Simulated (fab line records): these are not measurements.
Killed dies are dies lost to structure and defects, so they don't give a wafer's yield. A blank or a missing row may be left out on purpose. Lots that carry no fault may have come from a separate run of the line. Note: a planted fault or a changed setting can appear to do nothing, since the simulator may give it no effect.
Which tool is to blame? / flow sky130 / 7 lots, 21 wafers sampled, at 2 steps of a route of 708

WHAT EACH GAUGE READ, for each wafer
SKY_SONOS_ONO_THK_MEAS_03.
lot=L719; measured=day 11 20:40; on=film_metro-03; SONOS_ONO_CVD_02_THK (nm)=10.57 10.65 10.57
lot=L723; measured=day 13 06:53; on=film_metro-02; SONOS_ONO_CVD_02_THK (nm)=13.79 13.91 13.71
lot=L731; measured=day 16 01:11; on=film_metro-04; SONOS_ONO_CVD_02_THK (nm)=10.55 10.58 10.70
lot=L733; measured=day 17 00:36; on=film_metro-04; SONOS_ONO_CVD_02_THK (nm)=10.48 10.50 10.54
lot=L735; measured=day 17 10:25; on=film_metro-04; SONOS_ONO_CVD_02_THK (nm)=10.43 10.48 10.35
lot=L739; measured=day 18 16:10; on=film_metro-02; SONOS_ONO_CVD_02_THK (nm)=10.61 10.47 10.50
lot=L740; measured=day 18 23:11; on=film_metro-02; SONOS_ONO_CVD_02_THK (nm)=10.49 10.63 10.53

WHICH TOOL RAN EACH LOT (tool, then ch and the chambers of the sampled wafers, then the start)
lot=L719; SKY_SONOS_ONO_CVD_02=lpcvd-02 ch 0, day 11 19:37
lot=L723; SKY_SONOS_ONO_CVD_02=lpcvd-02 ch 1, day 13 05:17
lot=L731; SKY_SONOS_ONO_CVD_02=lpcvd-02 ch 0, day 16 00:08
lot=L733; SKY_SONOS_ONO_CVD_02=lpcvd-02 ch 0, day 16 23:32
lot=L735; SKY_SONOS_ONO_CVD_02=lpcvd-02 ch 0, day 17 09:20
lot=L739; SKY_SONOS_ONO_CVD_02=lpcvd-02 ch 1, day 18 15:07
lot=L740; SKY_SONOS_ONO_CVD_02=lpcvd-02 ch 1, day 18 22:08
- SKY_SONOS_ONO_CVD_02: deposits Si3N4 from DCS/NH3, target thk 10.5 nm, time 180 s.

THE ANSWER, worked out from the rows above alone
Rule: the usual values come from the lots themselves. The widest of any qualifying gaps counts: lots, ordered by their means at a reading, are off when they make up no more than a third of the lots, leave a main group of 4 or more, and stand apart from it by 3 or more times the standard deviation of that group's means. Not used: any main group whose means are identical at the precision the tables above print for the reading. Also off: a lot with no number at a reading for which 4 or more lots have one. Any other lot the step has rows for is counted as sound.
Off: L723, seen at SKY_SONOS_ONO_THK_MEAS_03 (SONOS_ONO_CVD_02_THK). Mean 10.54 nm and standard deviation 0.063 in the main group.
A tool fits if, at a process step before that reading, it ran every lot that is off, and no sound lot after the first of them. Those tools and the gauges at SKY_SONOS_ONO_THK_MEAS_03 are tried in the same way. None of those tried fits.

WHAT THE SIMULATOR HAD PUT IN
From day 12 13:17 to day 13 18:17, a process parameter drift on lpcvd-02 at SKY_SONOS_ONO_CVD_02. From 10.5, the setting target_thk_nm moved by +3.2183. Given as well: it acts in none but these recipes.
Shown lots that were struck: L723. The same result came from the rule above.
